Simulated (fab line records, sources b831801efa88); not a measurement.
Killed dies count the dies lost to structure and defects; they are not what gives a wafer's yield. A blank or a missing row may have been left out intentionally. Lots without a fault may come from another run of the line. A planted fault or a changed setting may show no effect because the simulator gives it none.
Matching of chambers -- flow sky130 -- SKY_CAPM_CVD_00 on pecvd-04 has 3 sister chambers
The step deposits SiO2, target thk 15.5 nm. 6 wafers are shown with their chamber, then 9 later ones without.

== EACH WAFER AND ITS CHAMBER ==
wafer,chamber,heater-power-w (W)
L089.1,1,726
L089.3,0,678
L089.6,0,677
L091.2,2,651
L091.5,1,833
L091.6,2,651

== WAFERS WITHOUT THEIR CHAMBER ==
wafer,heater-power-w (W)
L093.2,662
L093.5,650
L093.6,660
L094.3,754
L094.4,666
L094.5,680
L097.1,626
L097.3,680
L097.4,632

== WHICH CHAMBER EACH ONE RAN IN ==
wafer,from the rows above,in truth
L093.2,can't be placed: 2 or 0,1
L093.5,can't be placed: 2 or 0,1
L093.6,can't be placed: 2 or 0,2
L094.3,can't be placed: 1 or 0 or 2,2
L094.4,can't be placed: 0 or 2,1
L094.5,can't be placed: 0 or 2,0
L097.1,can't be placed: 2 or 0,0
L097.3,can't be placed: 0 or 2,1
L097.4,can't be placed: 2 or 0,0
0 of 9 placed correctly. These rows do not allow placing 9 (true chamber among the candidates in 5). Placed wrongly: 0.
How it was worked out, from the rows above alone: a wafer's distance from a chamber is the root of the sum, over the readings, of the square of ((its reading less the chamber's mean) divided by the reading's scatter). The wafer belongs to the nearest chamber; if the next one is less than 2 further off, it can't be placed. Each chamber's mean is taken over the wafers shown for it. The scatter: the root of (the sum of the squares of (reading less its chamber's mean) over the shown wafers, divided by (wafers less chambers)).
